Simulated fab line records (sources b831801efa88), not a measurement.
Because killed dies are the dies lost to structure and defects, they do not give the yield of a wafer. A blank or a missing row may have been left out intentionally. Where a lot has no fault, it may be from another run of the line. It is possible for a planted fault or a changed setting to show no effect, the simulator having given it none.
fab line records -- flow sky130
[record] lots = 7, wafers = 21, lastDay = 50
route steps=708 shown NWELL@77 PWDE@84 VT_ADJUST_HVTP@85 PAD_OPEN@708
lots that met no fault: from a run of the same line without faults
startH: the number of hours between the record's first day and the start of the first shown wafer of the lot -- waitH: hours from the lot's prior step to this one -- " the same as in the row above -- L1.1+2: several wafers, shown together as one row -- - no value, or no start was given -- * or withheld: withheld -- < > ~ a bound
route shown NAME@n: names a module that has steps shown in the file, with the first one's number in the route -- usual: mean and standard deviation over wafers with no fault -- same: alike in all rows -- chamber/n: place in a boat -- sites: per-site readings -- _std_site: their standard deviation -- _edge_site: inner sites' mean taken away from outer sites' mean -- radiusMm: how far each site lies from the wafer's centre -- mask NAME#n: copy n -- behind: the last tool/chamber to shape the wafer -- hold: what put the lot on hold/how long, in hours/how the hold closed -- device: the transistor (n, p or np) that didn't switch -- end of line: at the end of the route, the tests of the same wafers -- step lacking rows: just its recipe -- killed: not the wafer's yield, but the dies lost to structure and defects at the first sort -- map: dies across one wafer; x = killed, . = not, _ = none there
set.NAME: setting as actually run; set.NAME@STEP: the setting as run at that earlier step -- model.NAME: the simulator's own value behind a step, which no gauge read
a table for each step, a row for each wafer; lots at some steps of the route
services: when a tool's chamber went out of use (startH, in hours from the record's first day, below 0 if earlier), for how many hours, and the reason
[[steps]]
[step SKY_NWELL_IMPLANT_24]
[recipe] species = B, energyKev = 140, doseCm2 = 9.2e+12, tiltDeg = withheld
[step SKY_NWELL_STRIP_25]
[recipe] chemistry = O2/N2, powerW = 1400, pressureMtorr = 1500, platenTempC = withheld, o2FlowSccm = 3000, n2FlowSccm = 300, overashFraction = 0.5
[usual] drypumpMotorCurrentA = 6.0/0.41, oesProductAu = 0.722/0.0048, stripTimeToEndpointS = 36.85/0.11
lot.wafer,tool,chamber,startH,waitH,drypumpMotorCurrentA,oesProductAu,rfHoursCounterH,stripTimeToEndpointS
L629.2,plasmaAsher-02,1,122.12,0.1,6.1,0.729,0,36.81
L629.4,plasmaAsher-02,1,122.12,0.1,6.2,0.724,-,36.89
L629.6,plasmaAsher-02,1,122.12,0.1,6.2,0.720,-,36.96
L633.3,plasmaAsher-01,1,144.59,0.1,6.1,0.722,-,36.95
L633.4,plasmaAsher-01,0,144.59,0.1,5.1,0.716,-,36.93
L633.6,plasmaAsher-01,1,144.59,0.1,6.1,0.723,-,37.00
L637.2,plasmaAsher-02,1,169.77,0.1,6.1,0.725,5,36.79
L637.3,plasmaAsher-02,0,169.77,0.1,6.0,0.716,-,36.86
L637.6,plasmaAsher-02,1,169.77,0.1,6.1,0.717,-,36.91
L640.3,plasmaAsher-01,0,186.05,0.1,5.1,0.720,-,36.78
L640.4,plasmaAsher-01,1,186.05,0.1,6.1,0.717,-,36.85
L640.6,plasmaAsher-01,1,186.05,0.1,6.1,0.726,-,36.92
L642.2,plasmaAsher-02,1,203.73,0.1,6.1,0.732,8,36.76
L642.4,plasmaAsher-02,0,203.73,0.1,6.0,0.723,-,36.77
L642.5,plasmaAsher-02,1,203.73,0.1,6.1,0.729,-,36.72
L647.2,plasmaAsher-02,1,232.71,0.1,6.1,0.722,11,36.89
L647.3,plasmaAsher-02,1,232.71,0.1,6.1,0.721,-,36.79
L647.4,plasmaAsher-02,0,232.71,0.1,6.0,0.718,-,36.90
L649.1,plasmaAsher-02,1,245.38,0.1,6.2,0.724,12,36.90
L649.2,plasmaAsher-02,0,245.38,0.1,6.0,0.722,12,36.85
L649.6,plasmaAsher-02,0,245.38,0.1,6.0,0.723,-,36.88
[step SKY_NWELL_TW_MEAS_26]
[usual] NWELL_2_TW = 495/4.3
lot.wafer,tool,chamber,startH,waitH,NWELL_2_TW
L629.2,filmMetro-04,-,122.23,0.1,500
L629.4,filmMetro-04,-,122.23,0.1,498
L629.6,filmMetro-04,-,122.23,0.1,498
L633.3,filmMetro-04,-,144.68,0.1,499
L633.4,filmMetro-04,-,144.68,0.1,502
L633.6,filmMetro-04,-,144.68,0.1,501
L637.2,filmMetro-02,-,169.88,0.1,495
L637.3,filmMetro-02,-,169.88,0.1,492
L637.6,filmMetro-02,-,169.88,0.1,492
L640.3,filmMetro-01,-,186.14,0.1,492
L640.4,filmMetro-01,-,186.14,0.1,491
L640.6,filmMetro-01,-,186.14,0.1,490
L642.2,filmMetro-01,-,203.84,0.1,490
L642.4,filmMetro-01,-,203.84,0.1,488
L642.5,filmMetro-01,-,203.84,0.1,489
L647.2,filmMetro-04,-,232.82,0.1,500
L647.3,filmMetro-04,-,232.82,0.1,501
L647.4,filmMetro-04,-,232.82,0.1,499
L649.1,filmMetro-02,-,245.48,0.1,496
L649.2,filmMetro-02,-,245.48,0.1,497
L649.6,filmMetro-02,-,245.48,0.1,499
[step SKY_NWELL_CLEAN_27]
[recipe] chemistry = SC1/SC2, mix = 1:4:20, tempC = 70, timeS = 150, dry = n2Spin
[step SKY_NWELL_RTA_28]
[recipe] tempC = 1050, timeS = 30, idleTempC = 650, rampUpCPerS = 150, rampDownCPerS = 90, ambient = N2
[usual] lampPowerPct = 25.31/0.049, wafer_temp_C_max = 1054.8/0.9
lot.wafer,tool,chamber,startH,waitH,lampPowerPct,wafer_temp_C_max
L629.2,rtpAnneal-01,0,122.35,0.0,25.30,1054.3
L629.4,rtpAnneal-01,0,122.35,0.0,25.29,1055.2
L629.6,rtpAnneal-01,0,122.35,0.0,25.26,1056.6
L633.3,rtpAnneal-01,0,144.80,0.0,25.29,1055.1
L633.4,rtpAnneal-01,0,144.80,0.0,25.29,1054.2
L633.6,rtpAnneal-01,0,144.80,0.0,25.34,1054.4
L637.2,rtpAnneal-02,0,169.99,0.0,25.30,1055.2
L637.3,rtpAnneal-02,0,169.99,0.0,25.29,1053.9
L637.6,rtpAnneal-02,0,169.99,0.0,25.30,1054.4
L640.3,rtpAnneal-01,0,186.26,0.0,25.32,1054.1
L640.4,rtpAnneal-01,0,186.26,0.0,25.32,1054.4
L640.6,rtpAnneal-01,0,186.26,0.0,25.39,1054.8
L642.2,rtpAnneal-02,0,203.96,0.0,25.33,1056.2
L642.4,rtpAnneal-02,0,203.96,0.0,25.32,1055.1
L642.5,rtpAnneal-02,0,203.96,0.0,25.35,1055.6
L647.2,rtpAnneal-02,0,232.94,0.0,25.37,1054.0
L647.3,rtpAnneal-02,0,232.94,0.0,25.27,1054.8
L647.4,rtpAnneal-02,0,232.94,0.0,25.36,1053.9
L649.1,rtpAnneal-01,0,245.60,0.0,25.35,1054.0
L649.2,rtpAnneal-01,0,245.60,0.0,25.34,1055.6
L649.6,rtpAnneal-01,0,245.60,0.0,25.21,1054.0
[step SKY_NWELL_RS_MEAS_29]
[recipe] thkMeasGauge = four-point-probe
[usual] NWELL_RS = 624.9/1.5
lot.wafer,tool,chamber,startH,waitH,NWELL_RS[ohm/sq]
L629.2,filmMetro-01,-,122.45,0.1,626.6
L629.4,filmMetro-01,-,122.45,0.1,625.8
L629.6,filmMetro-01,-,122.45,0.1,626.8
L633.3,filmMetro-02,-,144.91,0.1,622.9
L633.4,filmMetro-02,-,144.91,0.1,621.3
L633.6,filmMetro-02,-,144.91,0.1,622.5
L637.2,filmMetro-02,-,170.10,0.1,624.9
L637.3,filmMetro-02,-,170.10,0.1,625.2
L637.6,filmMetro-02,-,170.10,0.1,625.9
L640.3,filmMetro-04,-,186.37,0.1,624.9
L640.4,filmMetro-04,-,186.37,0.1,625.5
L640.6,filmMetro-04,-,186.37,0.1,626.0
L642.2,filmMetro-01,-,204.06,0.1,626.7
L642.4,filmMetro-01,-,204.06,0.1,625.4
L642.5,filmMetro-01,-,204.06,0.1,623.7
L647.2,filmMetro-01,-,233.04,0.1,626.7
L647.3,filmMetro-01,-,233.04,0.1,626.7
L647.4,filmMetro-01,-,233.04,0.1,627.4
L649.1,filmMetro-04,-,245.80,0.2,625.9
L649.2,filmMetro-04,-,245.80,0.2,625.8
L649.6,filmMetro-04,-,245.80,0.2,625.5
[step SKY_NWELL_RS_MEAS_31]
[recipe] thkMeasGauge = four-point-probe
[usual] PWDE_RS = 5276/17
lot.wafer,tool,chamber,startH,waitH,PWDE_RS[ohm/sq]
L629.2,filmMetro-01,-,122.69,0.1,5273
L629.4,filmMetro-01,-,122.69,0.1,5268
L629.6,filmMetro-01,-,122.69,0.1,5247
L633.3,filmMetro-02,-,145.15,0.1,5260
L633.4,filmMetro-02,-,145.15,0.1,5257
L633.6,filmMetro-02,-,145.15,0.1,5254
L637.2,filmMetro-02,-,170.34,0.1,5274
L637.3,filmMetro-02,-,170.34,0.1,5276
L637.6,filmMetro-02,-,170.34,0.1,5248
L640.3,filmMetro-04,-,186.61,0.1,5291
L640.4,filmMetro-04,-,186.61,0.1,5274
L640.6,filmMetro-04,-,186.61,0.1,5281
L642.2,filmMetro-01,-,204.30,0.1,5278
L642.4,filmMetro-01,-,204.30,0.1,5284
L642.5,filmMetro-01,-,204.30,0.1,5279
L647.2,filmMetro-01,-,233.28,0.1,5241
L647.3,filmMetro-01,-,233.28,0.1,5273
L647.4,filmMetro-01,-,233.28,0.1,5269
L649.1,filmMetro-04,-,246.04,0.1,5242
L649.2,filmMetro-04,-,246.04,0.1,5261
L649.6,filmMetro-04,-,246.04,0.1,5246
[step SKY_VT_ADJUST_HVTP_DEHYDRATE_00]
[recipe] tempC = 200, timeS = 60
[step SKY_VT_ADJUST_HVTP_HMDS_01]
[recipe] primeTimeS = 60, primeTempC = 120
[step SKY_VT_ADJUST_HVTP_COAT_02]
[recipe] resist = NOVOLAK, spinRpm = 3000, resistThkNm = 1140
[step SKY_VT_ADJUST_HVTP_SOFTBAKE_03]
[recipe] tempC = 90, timeS = 60, resist = NOVOLAK
[step SKY_VT_ADJUST_HVTP_EXPOSE_04]
[recipe] maskId = HVTPM, na = 0.6, sourceShape = conventional, sigmaOuter = 0.6, polarization = unpolarized, targetCdNm = 380, doseMj = 140
lot.wafer,tool,chamber,startH,waitH,mask,model.VT_ADJUST_HVTP.overlayXNm
L629.2+4+6,ilineStepper-02,0,132.17,-,HVTPM#0,0.1118
L633.3+4+6,ilineStepper-01,0,155.28,-,HVTPM#0,-0.08521
L637.2+3+6,ilineStepper-02,0,180.79,-,HVTPM#0,-0.0001655
L640.3+4+6,ilineStepper-02,0,197.66,-,HVTPM#0,-120.4
L642.2+4+5,ilineStepper-02,0,215.29,-,HVTPM#0,-120.8
L647.2+3+4,ilineStepper-02,0,244.69,-,HVTPM#0,-120.7
L649.1+2+6,ilineStepper-01,0,257.05,-,HVTPM#0,1.277
[step SKY_VT_ADJUST_HVTP_PEB_05]
[recipe] tempC = withheld, timeS = *, resist = NOVOLAK
[step SKY_VT_ADJUST_HVTP_DEVELOP_06]
[recipe] resist = NOVOLAK, developer = TMAH, developTimeS = 60, devTempC = 23
[step SKY_VT_ADJUST_HVTP_CD_MEAS_07]
[recipe] targetCdNm = 380
[usual] cdNm = 379.7/2
lot.wafer,tool,chamber,startH,waitH,cdNm
L629.2,cdSem-01,-,140.92,0.1,381.0
L629.4,cdSem-01,-,140.92,0.1,382.2
L629.6,cdSem-01,-,140.92,0.1,379.7
L633.3,cdSem-01,-,164.94,0.1,375.2
L633.4,cdSem-01,-,164.94,0.1,379.4
L633.6,cdSem-01,-,164.94,0.1,378.1
L637.2,cdSem-01,-,191.67,0.1,379.6
L637.3,cdSem-01,-,191.67,0.1,379.7
L637.6,cdSem-01,-,191.67,0.1,379.1
L640.3,cdSem-01,-,206.99,0.1,377.6
L640.4,cdSem-01,-,206.99,0.1,377.6
L640.6,cdSem-01,-,206.99,0.1,375.4
L642.2,cdSem-02,-,226.67,0.1,381.7
L642.4,cdSem-02,-,226.67,0.1,380.4
L642.5,cdSem-02,-,226.67,0.1,383.2
L647.2,cdSem-01,-,255.92,0.1,379.8
L647.3,cdSem-01,-,255.92,0.1,379.4
L647.4,cdSem-01,-,255.92,0.1,378.7
L649.1,cdSem-02,-,269.60,0.1,379.3
L649.2,cdSem-02,-,269.60,0.1,381.2
L649.6,cdSem-02,-,269.60,0.1,383.3
[step SKY_VT_ADJUST_HVTP_OVL_MEAS_08]
[usual] VT_ADJUST_HVTP_OVL = 0.4/1.4
lot.wafer,tool,chamber,startH,waitH,VT_ADJUST_HVTP_OVL[nm]
L629.2,overlay-02,-,141.03,0.1,0.5
L629.4,overlay-02,-,141.03,0.1,-0.4
L629.6,overlay-02,-,141.03,0.1,-0.4
L633.3,overlay-01,-,165.03,0.1,-0.1
L633.4,overlay-01,-,165.03,0.1,-0.4
L633.6,overlay-01,-,165.03,0.1,-1.1
L637.2,overlay-02,-,191.78,0.1,-0.6
L637.3,overlay-02,-,191.78,0.1,0.3
L637.6,overlay-02,-,191.78,0.1,0.2
L640.3,overlay-01,-,207.08,0.1,-121.8
L640.4,overlay-01,-,207.08,0.1,-119.9
L640.6,overlay-01,-,207.08,0.1,-121.5
L642.2,overlay-02,-,226.78,0.1,-121.3
L642.4,overlay-02,-,226.78,0.1,-122.1
L642.5,overlay-02,-,226.78,0.1,-119.9
L647.2,overlay-01,-,256.03,0.1,-119.6
L647.3,overlay-01,-,256.03,0.1,-123.6
L647.4,overlay-01,-,256.03,0.1,-122.0
L649.1,overlay-02,-,269.72,0.1,2.8
L649.2,overlay-02,-,269.72,0.1,0.7
L649.6,overlay-02,-,269.72,0.1,0.9
[step SKY_VT_ADJUST_HVTP_IMPLANT_09]
[recipe] species = As, energyKev = 150, doseCm2 = 4.3e+12, tiltDeg = withheld
[step SKY_PAD_OPEN_PROBE_99]
[usual] killed_at_M0_to_M3 = 45/7, killed_at_M4_up = 3.4/1.8, killedAtContacts = 24/5.4, killedAtFrontEnd = 16/4.8, killedAtOther = 0.4/0.62, killedDies = 89/10, killedOpen = 48/7.2, killedShort = 40/6.3
[same] grossDies = 492, killedAtBackSide = 0
lot.wafer,tool,chamber,startH,waitH,killed_at_M0_to_M3,killed_at_M4_up,killedAtContacts,killedAtFrontEnd,killedAtOther,killedDies,killedOpen,killedShort,model.etest.sramPfetLatch.driveUaUm,model.etest.pfet_01v8_hvt.driveUaUm,model.etest.sramPfetLatch.offLog10AUm,model.etest.pfet_01v8_hvt.offLog10AUm,model.etest.sramPfetLatch.vtSatV,model.etest.pfet_01v8_hvt.vtSatV,model.etest.sramPfetLatch.vtV,model.etest.pfet_01v8_hvt.vtV
L629.2,prober-01,-,1094.66,0.1,44,3,26,18,0,91,52,38,137.3,139.1,-12.87,-13.25,-0.7944,-0.828,-0.9201,-0.8938
L629.4,prober-01,-,1094.76,0.2,38,2,19,17,1,77,43,34,140.6,139.6,-12.84,-13.19,-0.7722,-0.8281,-0.8996,-0.8946
L629.6,prober-01,-,1094.86,0.2,38,6,17,14,2,77,39,37,137.3,137.4,-12.86,-13.13,-0.7849,-0.8307,-0.9062,-0.8952
L633.3,prober-01,-,1114.16,0.2,50,3,24,19,0,96,47,46,138,141.9,-12.96,-13.21,-0.7925,-0.8295,-0.9197,-0.8967
L633.4,prober-01,-,1114.21,0.2,56,3,19,14,0,92,51,38,135.2,140.1,-12.97,-13.21,-0.8051,-0.8253,-0.9335,-0.8955
L633.6,prober-01,-,1114.31,0.2,60,4,23,22,0,109,61,45,142.7,144,-12.63,-13.02,-0.7793,-0.8209,-0.91,-0.891
L637.2,prober-02,-,1133.40,0.1,38,0,23,18,0,79,43,36,138.4,139.5,-13.12,-13.36,-0.8088,-0.8413,-0.9314,-0.9039
L637.3,prober-02,-,1133.45,0.2,56,1,26,9,0,92,49,43,141.2,138.1,-13.08,-13.32,-0.7873,-0.8386,-0.9132,-0.9048
L637.6,prober-02,-,1133.60,0.2,54,4,25,15,0,98,47,51,141.1,139.3,-13.13,-13.24,-0.7986,-0.8446,-0.9191,-0.9031
L640.3,prober-02,-,1150.07,0.2,42,4,21,10,2,79,36,42,175.9,162.5,-10.68,-12.07,-0.5712,-0.6865,-0.8049,-0.8064
L640.4,prober-02,-,1150.12,0.2,35,2,35,16,0,88,43,44,178.1,165.9,-10.86,-12.06,-0.5708,-0.6883,-0.8021,-0.8072
L640.6,prober-02,-,1150.22,0.2,54,2,33,9,0,98,56,42,177.5,164.7,-10.65,-12.21,-0.5651,-0.6922,-0.7955,-0.807
L642.2,prober-02,-,1167.42,0.1,37,3,20,12,1,73,39,34,164.6,154.7,-11.45,-12.51,-0.6343,-0.7356,-0.8373,-0.8355
L642.4,prober-02,-,1167.52,0.2,50,1,28,25,0,104,59,45,170.7,155.8,-11.21,-12.31,-0.6233,-0.7311,-0.8352,-0.8369
L642.5,prober-02,-,1167.57,0.2,48,4,22,16,1,91,52,37,170.3,158.3,-11.22,-12.33,-0.6121,-0.7265,-0.8196,-0.8291
L647.2,prober-01,-,1188.14,0.1,45,2,31,20,0,98,53,45,165.8,157.7,-11.35,-12.37,-0.6396,-0.7289,-0.8436,-0.8324
L647.3,prober-01,-,1188.19,0.2,44,1,22,26,0,93,53,40,173.3,158.9,-11,-12.33,-0.5901,-0.7164,-0.805,-0.8248
L647.4,prober-01,-,1188.24,0.2,33,2,18,35,0,88,47,41,163.4,154.1,-11.27,-12.34,-0.6221,-0.7288,-0.824,-0.8294
L649.1,prober-01,-,1196.17,0.1,35,1,30,12,0,78,41,37,139.1,141.7,-13.19,-13.16,-0.8018,-0.8412,-0.9206,-0.8999
L649.2,prober-01,-,1196.22,0.1,41,3,27,14,0,85,48,37,140.7,137.5,-13.05,-13.28,-0.7859,-0.8464,-0.9046,-0.9062
L649.6,prober-01,-,1196.42,0.2,45,7,29,20,0,101,55,46,137.8,144.8,-13.32,-13.34,-0.8092,-0.8361,-0.9287,-0.8955
// killed by level:class
L629.2 CONTACT:geometricParticle:open=11 VIA1:geometricParticle:open=9 VIA3:geometricParticle:open=9 METAL2:geometricParticle:short=8 POLY_GATE:geometricParticle:short=7 LI_CONTACT:geometricParticle:open=6 FIELD_ISO:geometricParticle:short=4 METAL1:geometricParticle:short=4
L629.4 LI_CONTACT:geometricParticle:open=9 VIA1:geometricParticle:open=7 METAL2:geometricParticle:short=7 FIELD_ISO:geometricParticle:open=6 VIA3:geometricParticle:open=6 METAL3:geometricParticle:short=5 POLY_GATE:geometricParticle:open=4 CONTACT:geometricParticle:open=4
L629.6 LI_CONTACT:geometricParticle:open=8 VIA3:geometricParticle:open=7 POLY_GATE:geometricParticle:open=6 VIA1:geometricParticle:open=6 METAL3:geometricParticle:short=6 METAL4:geometricParticle:short=5 VIA3:geometricParticle:short=4 POLY_GATE:geometricParticle:short=3
L633.3 VIA1:geometricParticle:open=14 METAL1:geometricParticle:short=11 CONTACT:geometricParticle:open=10 VIA3:geometricParticle:open=6 VIA1:geometricParticle:short=5 FIELD_ISO:geometricParticle:short=4 POLY_GATE:geometricParticle:short=4 POLY_GATE:geometricParticle:open=4
L633.4 VIA1:geometricParticle:open=13 CONTACT:geometricParticle:open=9 METAL2:geometricParticle:short=8 VIA3:geometricParticle:open=7 VIA1:geometricParticle:short=6 VIA2:geometricParticle:open=4 METAL3:geometricParticle:short=4 FIELD_ISO:geometricParticle:short=3
L633.6 VIA1:geometricParticle:open=18 METAL1:geometricParticle:short=13 LI_CONTACT:geometricParticle:open=10 VIA2:geometricParticle:open=7 CONTACT:geometricParticle:open=6 METAL2:geometricParticle:short=5 POLY_GATE:geometricParticle:short=4 POLY_GATE:geometricParticle:open=4
L637.2 VIA2:geometricParticle:open=9 LI_CONTACT:geometricParticle:open=8 CONTACT:geometricParticle:open=6 VIA3:geometricParticle:open=6 CONTACT:geometricParticle:short=5 FIELD_ISO:geometricParticle:short=4 METAL1:geometricParticle:short=4 VIA1:geometricParticle:open=4
L637.3 VIA2:geometricParticle:open=12 VIA1:geometricParticle:open=12 VIA3:geometricParticle:open=9 CONTACT:geometricParticle:short=9 VIA1:geometricParticle:short=9 LI_CONTACT:geometricParticle:open=7 LOCAL_INTERCONNECT:geometricParticle:short=4 METAL1:geometricParticle:short=4
L637.6 VIA1:geometricParticle:open=14 LI_CONTACT:geometricParticle:open=7 METAL1:geometricParticle:short=7 VIA1:geometricParticle:short=7 VIA2:geometricParticle:open=6 CONTACT:geometricParticle:open=6 LOCAL_INTERCONNECT:geometricParticle:short=5 POLY_GATE:geometricParticle:short=4
L640.3 METAL1:geometricParticle:short=12 VIA3:geometricParticle:open=6 LI_CONTACT:geometricParticle:open=5 CONTACT:geometricParticle:open=5 VIA2:geometricParticle:open=5 METAL2:geometricParticle:short=5 FIELD_ISO:geometricParticle:open=4 LOCAL_INTERCONNECT:geometricParticle:short=4
L640.4 CONTACT:geometricParticle:open=16 METAL2:geometricParticle:short=9 VIA1:geometricParticle:open=9 LOCAL_INTERCONNECT:geometricParticle:short=8 POLY_GATE:geometricParticle:short=5 FIELD_ISO:geometricParticle:open=4 LI_CONTACT:geometricParticle:short=4 VIA3:geometricParticle:open=4
L640.6 CONTACT:geometricParticle:open=13 VIA1:geometricParticle:open=11 LI_CONTACT:geometricParticle:open=10 VIA1:geometricParticle:short=8 VIA2:geometricParticle:open=8 METAL1:geometricParticle:short=6 VIA3:geometricParticle:open=6 VIA3:geometricParticle:short=5
L642.2 CONTACT:geometricParticle:open=7 VIA1:geometricParticle:open=6 VIA2:geometricParticle:open=6 LI_CONTACT:geometricParticle:open=5 METAL1:geometricParticle:short=5 POLY_GATE:geometricParticle:short=4 VIA2:geometricParticle:short=4 VIA3:geometricParticle:open=4
L642.4 VIA1:geometricParticle:open=11 CONTACT:geometricParticle:open=9 LI_CONTACT:geometricParticle:open=8 VIA2:geometricParticle:open=8 VIA3:geometricParticle:open=7 FIELD_ISO:geometricParticle:short=6 POLY_GATE:geometricParticle:open=6 METAL1:geometricParticle:short=6
L642.5 VIA1:geometricParticle:open=12 CONTACT:geometricParticle:open=9 METAL1:geometricParticle:short=7 METAL2:geometricParticle:short=7 VIA2:geometricParticle:open=7 LI_CONTACT:geometricParticle:open=6 FIELD_ISO:geometricParticle:open=5 CONTACT:geometricParticle:short=4
L647.2 CONTACT:geometricParticle:open=12 VIA1:geometricParticle:open=11 VIA1:geometricParticle:short=8 CONTACT:geometricParticle:short=7 VIA2:geometricParticle:open=7 FIELD_ISO:geometricParticle:short=5 FIELD_ISO:geometricParticle:open=5 LI_CONTACT:geometricParticle:open=5
L647.3 CONTACT:geometricParticle:open=14 VIA2:geometricParticle:open=10 VIA1:geometricParticle:open=9 FIELD_ISO:geometricParticle:short=8 FIELD_ISO:geometricParticle:open=7 POLY_GATE:geometricParticle:short=6 METAL1:geometricParticle:short=6 METAL2:geometricParticle:short=5
L647.4 FIELD_ISO:geometricParticle:short=12 VIA1:geometricParticle:open=12 CONTACT:geometricParticle:open=9 METAL1:geometricParticle:short=7 POLY_GATE:geometricParticle:short=6 LI_CONTACT:geometricParticle:open=6 FIELD_ISO:geometricParticle:open=5 POLY_GATE:geometricParticle:open=3
L649.1 CONTACT:geometricParticle:open=9 VIA1:geometricParticle:open=7 CONTACT:geometricParticle:short=6 LI_CONTACT:geometricParticle:open=6 LOCAL_INTERCONNECT:geometricParticle:short=6 METAL1:geometricParticle:short=5 VIA1:geometricParticle:short=5 VIA2:geometricParticle:open=5
L649.2 VIA1:geometricParticle:open=12 VIA2:geometricParticle:open=9 CONTACT:geometricParticle:short=8 CONTACT:geometricParticle:open=8 POLY_GATE:geometricParticle:short=6 VIA3:geometricParticle:open=6 LI_CONTACT:geometricParticle:open=5 LOCAL_INTERCONNECT:geometricParticle:short=3
L649.6 VIA1:geometricParticle:open=15 LI_CONTACT:geometricParticle:open=10 LOCAL_INTERCONNECT:geometricParticle:short=8 VIA1:geometricParticle:short=7 VIA3:geometricParticle:open=6 VIA2:geometricParticle:open=6 FIELD_ISO:geometricParticle:open=5 CONTACT:geometricParticle:open=5
[[services]]
tool,chamber,startH,hours,kind
plasmaAsher-01,-,103.98,0.7,repair
plasmaAsher-02,-,108.75,9.0,pm
plasmaAsher-02,0,108.75,9.0,ventCycle
plasmaAsher-02,1,108.75,9.0,ventCycle
plasmaAsher-02,0,117.75,-,clean
plasmaAsher-02,1,117.75,-,clean
plasmaAsher-01,-,126.29,1.1,repair
plasmaAsher-02,-,149.69,2.3,repair
ilineStepper-02,-,153.94,1.7,pm
[[key]]
[firstSign] step = SKY_VT_ADJUST_HVTP_OVL_MEAS_08, reading = VT_ADJUST_HVTP_OVL, direction = down, sigmas = 87, usual = 0.4, struck = -121.3
effect none on later readings
[modelEffect] step = SKY_VT_ADJUST_HVTP_EXPOSE_04, value = VT_ADJUST_HVTP.overlayXNm, without = -0.01459, struck = -120.7
[modelEffect] step = SKY_PAD_OPEN_PROBE_99, value = etest.sramPfetLatch.driveUaUm, without = 140.2, struck = 171.1
metAt SKY_VT_ADJUST_HVTP_EXPOSE_04
struckWafers L640.3,L640.4,L640.6,L642.2,L642.4,L642.5,L647.2,L647.3,L647.4
testerLeftOut L640,L642,L647
onsetBetween 180.79 197.66
[fault] kind = scannerMatchingOverlay, tool = ilineStepper-02, chamber = -, onsetH = 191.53, steps = SKY_VT_ADJUST_HVTP_EXPOSE_04, offset = -120.64
// testerLeftOut: of these lots the tester's yield and bins aren't shown, on N5 and GAA mostly nor the transistor test; their killed dies are dies lost to structure and defects alone, not to doping, threshold or leakage, so they don't give the yield
